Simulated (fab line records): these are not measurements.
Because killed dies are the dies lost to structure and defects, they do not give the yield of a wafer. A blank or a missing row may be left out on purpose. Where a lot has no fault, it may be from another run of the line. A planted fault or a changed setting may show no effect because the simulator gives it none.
Split-lot experiment / flow sky130 / 5 lots, 23 wafers read, on a route of 708 steps

== THE SPLIT ==
At SKY_METAL3_EXPOSE_10 (exposes mask MM3, target cd 300 nm), the setting dose_mj was moved away from the recipe's 28 on 10 of the 23 wafers read, by -6.1% to +6.4%. The other wafers ran this setting at the recipe's value.

== FROM THE SPLIT TO THE READING: what the file shows between them, 2 steps ==
- SKY_METAL3_PEB_11
- SKY_METAL3_DEVELOP_12: develop time 60 s

== THE READING ==
Shown in nm: cd_nm at SKY_METAL3_CD_MEAS_13, with target cd 300 nm. A value of 299.4 nm with a standard deviation of 1.2 nm is what fault-free wafers of this fab line usually give.

wafer=L074.1; tool, chamber at the split=krf_scanner-01, 0; dose_mj as run=26.28; against the recipe=-6.1%; cd_nm, nm=309.9; against lot-mates on the recipe=+10.8
wafer=L074.2; tool, chamber at the split=krf_scanner-01, 0; dose_mj as run=28; against the recipe=recipe; cd_nm, nm=299.3; against lot-mates on the recipe=-
wafer=L074.3; tool, chamber at the split=krf_scanner-01, 0; dose_mj as run=26.28; against the recipe=-6.1%; cd_nm, nm=309.6; against lot-mates on the recipe=+10.5
wafer=L074.4; tool, chamber at the split=krf_scanner-01, 0; dose_mj as run=28; against the recipe=recipe; cd_nm, nm=298.9; against lot-mates on the recipe=-
wafer=L074.5; tool, chamber at the split=krf_scanner-01, 0; dose_mj as run=26.28; against the recipe=-6.1%; cd_nm, nm=309.8; against lot-mates on the recipe=+10.7
wafer=L076.1; tool, chamber at the split=krf_scanner-01, 0; dose_mj as run=28; against the recipe=recipe; cd_nm, nm=297.3; against lot-mates on the recipe=-
wafer=L076.2; tool, chamber at the split=krf_scanner-01, 0; dose_mj as run=28; against the recipe=recipe; cd_nm, nm=296.0; against lot-mates on the recipe=-
wafer=L076.3; tool, chamber at the split=krf_scanner-01, 0; dose_mj as run=29.78; against the recipe=+6.4%; cd_nm, nm=285.8; against lot-mates on the recipe=-11.5
wafer=L076.5; tool, chamber at the split=krf_scanner-01, 0; dose_mj as run=29.78; against the recipe=+6.4%; cd_nm, nm=285.4; against lot-mates on the recipe=-11.9
wafer=L076.6; tool, chamber at the split=krf_scanner-01, 0; dose_mj as run=28; against the recipe=recipe; cd_nm, nm=298.7; against lot-mates on the recipe=-
wafer=L079.1; tool, chamber at the split=krf_scanner-01, 0; dose_mj as run=28; against the recipe=recipe; cd_nm, nm=298.4; against lot-mates on the recipe=-
wafer=L079.3; tool, chamber at the split=krf_scanner-01, 0; dose_mj as run=28; against the recipe=recipe; cd_nm, nm=299.2; against lot-mates on the recipe=-
wafer=L079.5; tool, chamber at the split=krf_scanner-01, 0; dose_mj as run=28; against the recipe=recipe; cd_nm, nm=298.8; against lot-mates on the recipe=-
wafer=L082.1; tool, chamber at the split=krf_scanner-02, 0; dose_mj as run=26.75; against the recipe=-4.5%; cd_nm, nm=307.0; against lot-mates on the recipe=+7.1
wafer=L082.2; tool, chamber at the split=krf_scanner-02, 0; dose_mj as run=26.75; against the recipe=-4.5%; cd_nm, nm=306.0; against lot-mates on the recipe=+6.1
wafer=L082.4; tool, chamber at the split=krf_scanner-02, 0; dose_mj as run=28; against the recipe=recipe; cd_nm, nm=299.7; against lot-mates on the recipe=-
wafer=L082.5; tool, chamber at the split=krf_scanner-02, 0; dose_mj as run=28; against the recipe=recipe; cd_nm, nm=300.1; against lot-mates on the recipe=-
wafer=L082.6; tool, chamber at the split=krf_scanner-02, 0; dose_mj as run=26.75; against the recipe=-4.5%; cd_nm, nm=308.3; against lot-mates on the recipe=+8.4
wafer=L084.1; tool, chamber at the split=krf_scanner-01, 0; dose_mj as run=28; against the recipe=recipe; cd_nm, nm=298.7; against lot-mates on the recipe=-
wafer=L084.2; tool, chamber at the split=krf_scanner-01, 0; dose_mj as run=28.87; against the recipe=+3.1%; cd_nm, nm=294.9; against lot-mates on the recipe=-4.7
wafer=L084.4; tool, chamber at the split=krf_scanner-01, 0; dose_mj as run=28.87; against the recipe=+3.1%; cd_nm, nm=294.2; against lot-mates on the recipe=-5.4
wafer=L084.5; tool, chamber at the split=krf_scanner-01, 0; dose_mj as run=28; against the recipe=recipe; cd_nm, nm=299.6; against lot-mates on the recipe=-
wafer=L084.6; tool, chamber at the split=krf_scanner-01, 0; dose_mj as run=28; against the recipe=recipe; cd_nm, nm=300.5; against lot-mates on the recipe=-

THE FIT
A straight line over all 23 wafers: cd_nm changes by -1.86 nm for each +1% of dose_mj; r = -0.98; the points scatter about the line by 1.2 nm.
The same after taking each lot's own level away (the mean of its wafers on the recipe; 23 wafers): -1.74 nm for each +1%; r = -0.99; scatter 0.71 nm.
On that fit, the largest move of dose_mj shifts the reading by 11 nm.
From 297.33 to 299.90 nm: that is the span of the lots' own levels, equal to 2.1 times the standard deviation above.
The two slopes agree, so the slope changes little with the lot-to-lot level.
Check: for one of the wafers moved furthest among these (+6.4%), held out of the fit, the line's prediction against its lot-mates is -11 nm. It came out at -11.5 nm against them.

== THE OTHER SPLITS THESE WAFERS WENT THROUGH ==
Other splits were also applied to these wafers ahead of the reading. Each is held against what the fit with the lots' levels taken away leaves over:
other split on the same wafers=SKY_METAL2_SPUTTER_02 power_w; wafers away from the commonest value=8; r with cd_nm (lot level and that fit taken away)=+0.13
other split on the same wafers=SKY_VIA2_COAT_07 spin_rpm; wafers away from the commonest value=6; r with cd_nm (lot level and that fit taken away)=+0.20
other split on the same wafers=SKY_VIA2_ETCH_14 bias_w; wafers away from the commonest value=8; r with cd_nm (lot level and that fit taken away)=+0.18
other split on the same wafers=SKY_VIA2_SPUTTER_20 time_s; wafers away from the commonest value=7; r with cd_nm (lot level and that fit taken away)=-0.18
other split on the same wafers=SKY_CAPM_DEVELOP_11 dev_temp_c; wafers away from the commonest value=9; r with cd_nm (lot level and that fit taken away)=+0.34

== THE WHOLE CHAIN: every reading that the file lists as answering this split, in the file's order ==
step=SKY_METAL3_DEVELOP_12; what it does=develop time 60 s; reading=METAL3.cd_nm (the simulator's own value, which no gauge read); change (the file's fit)=-1.76 nm for each +1% of the setting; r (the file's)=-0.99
step=SKY_METAL3_CD_MEAS_13; what it does=target cd 300 nm; reading=cd_nm; change (the file's fit)=-1.75 nm for each +1% of the setting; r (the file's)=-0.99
step=SKY_METAL3_ETCH_16; what it does=etches BARC in N2/H2, stops on SiO2, time 88.2 s, target depth 60 nm; reading=METAL3.cd_nm (the simulator's own value, which no gauge read); change (the file's fit)=-1.72 nm for each +1% of the setting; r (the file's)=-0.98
step=SKY_METAL3_METAL_ETCH_18; what it does=etches the open film in Cl2/BCl3, stops on SiO2, target depth 845 nm, time 183.1 s; reading=METAL3.cd_nm (the simulator's own value, which no gauge read); change (the file's fit)=-1.37 nm for each +1% of the setting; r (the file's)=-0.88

== THE FILE'S OWN FIT ==
cd_nm changes by -1.75 nm for each +1% of dose_mj, r = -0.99.
